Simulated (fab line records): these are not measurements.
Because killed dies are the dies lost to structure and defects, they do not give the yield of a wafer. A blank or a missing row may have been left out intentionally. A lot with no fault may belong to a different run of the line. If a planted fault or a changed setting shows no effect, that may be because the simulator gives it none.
Problem report, 8D (eight disciplines) form, completed by code | flow sky130 | the parts of the form that need people (team, actions taken, sign-off) are left out

== 1. WHAT IS WRONG ==
SKY_PAD_OPEN_PROBE_99, killed_at_M4_up: mean 36.0 over 1 wafer from 1 lot; wafers with no fault: 3.2, standard deviation 1.9. Relative to the usual mean, that is a shift of +17 standard deviations.
The first sign was on wafer L403.4 at day 50 16:46, on prober-02. The record has a number at this step for 15 wafers belonging to 5 lots. Rule for "out" (also "out of limits"): further than 4 standard deviations from the usual mean. Any other wafer with a number is counted as sound.

== 2. WHAT IT IS AND WHAT IT IS NOT ==
question                    | is                                    | is not
which readings at this step | killed_at_M4_up, sort_bin_3_pad_short | defect limited yield, killed_at_M0_to_M3, killed at front end, killed at other, killed dies, killed open, sort_bin_6_memory, sort n pass, sort yield pct
which lots                  | L403                                  | L387, L388, L389, L407
which wafers of those lots  | L403.4                                | L403.3, L403.5
read on which tools         | prober-02                             | prober-01
when                        | from day 50 16:46                     | up to then (10 sound wafers); but 4 sound wafers of L403, L407 came after

== 3. WHAT RULES OUT EACH SUSPECT ==
Counting: any tool at a process step up to the reading remains a suspect provided it ran every lot that is out. Sound lots after the first of them don't rule it out here, since some wafers of a struck lot are sound.
- cvd w-02 at SKY_VIA3_CVD_21 (deposits W, target thk 390 nm, time 117.31 s): kept. It processed L403, the lot that is out, at day 45 14:53, and its most recent sound lot before then was L388 at day 41 17:55.
- cmp-01 at SKY_VIA3_CMP_24 (polishes, stops on SiO2, t overpolish 20 s, target thk 0 nm): kept. It ran the lot that is out, L403 (day 45 15:34).
- pvd sputter-03 at SKY_METAL4_SPUTTER_00 (material Ti, target thk 15 nm, time 10 s): kept. It processed L403, the lot that is out, at day 45 15:49, and its most recent sound lot before then was L389 at day 41 12:50.
- pvd sputter-03 at SKY_METAL4_SPUTTER_03 (material Ti, target thk 5 nm, time 3.3 s): kept. It processed L403, the lot that is out, at day 45 15:54, and its most recent sound lot before then was L389 at day 41 12:56.
- pvd sputter-03 at SKY_METAL4_SPUTTER_04 (material TiN, target thk 70 nm, time 58.3 s): kept. It processed L403, the lot that is out, at day 45 15:55, and its most recent sound lot before then was L389 at day 41 12:57.
- pvd sputter-02 at SKY_CAP2M_SPUTTER_02 (material TiN, target thk 200 nm, time 166.7 s): kept. It processed L403, the lot that is out, at day 45 16:03, and its most recent sound lot before then was L388 at day 41 18:44.
- prober-02 at SKY_PAD_OPEN_PROBE_99: kept. It processed L403, the lot that is out, at day 50 16:43, and its most recent sound lot before then was L389 at day 47 09:51. Out on those wafers are its own readings of killed_at_M4_up, sort_bin_3_pad_short.
- At SKY_VIA3_CMP_24 on cmp-01, chamber 1 took the sound wafers of the same lots and chamber 2 took the wafers that are out.
Left after counting: cvd w-02 at SKY_VIA3_CVD_21, cmp-01 at SKY_VIA3_CMP_24, pvd sputter-03 at SKY_METAL4_SPUTTER_00, pvd sputter-03 at SKY_METAL4_SPUTTER_03, pvd sputter-03 at SKY_METAL4_SPUTTER_04, pvd sputter-02 at SKY_CAP2M_SPUTTER_02, prober-02 at SKY_PAD_OPEN_PROBE_99.

== 4. THE CAUSE (what the simulator had put in) ==
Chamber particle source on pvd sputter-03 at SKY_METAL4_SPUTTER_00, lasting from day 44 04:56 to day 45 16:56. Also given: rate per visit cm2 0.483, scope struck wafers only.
Counting left 7 suspects, and this tool is among them.

== 5. THE CHAIN OF EFFECTS, in route order ==
Each row: a reading whose mean over the struck wafers that have a number lies more than 3 standard deviations from the usual. Scope: only readings with a usual standard deviation given in the record; hours: median across lots of the time from each lot's start at the first step in this table that gives one to its start at this step; sigmas: change in usual standard deviations.
hours | step                  | reading              | usual | on struck wafers | change | sigmas
0     | SKY_PAD_OPEN_PROBE_99 | killed_at_M4_up      | 3.2   | 36.0             | +32.8  | +17
0     | SKY_PAD_OPEN_PROBE_99 | sort_bin_3_pad_short | 0.9 % | 3.3              | +2.4   | +5.6
Process steps it contains:
- SKY_PAD_OPEN_PROBE_99

== 6. WHAT WOULD HAVE CAUGHT IT SOONER ==
First out-of-limits reading in this record: day 50 16:46, which is 156 hours after fault onset at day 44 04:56.
An alarm limit of 4 standard deviations would not have fired on the tool readings at SKY_METAL4_SPUTTER_00 for which the record gives a usual standard deviation, since none of them was out on any struck wafer.
By day 50 16:46, every lot that is out (1) had started SKY_METAL4_SPUTTER_00 on pvd sputter-03. None of them would have been spared by holding the tool at that moment.
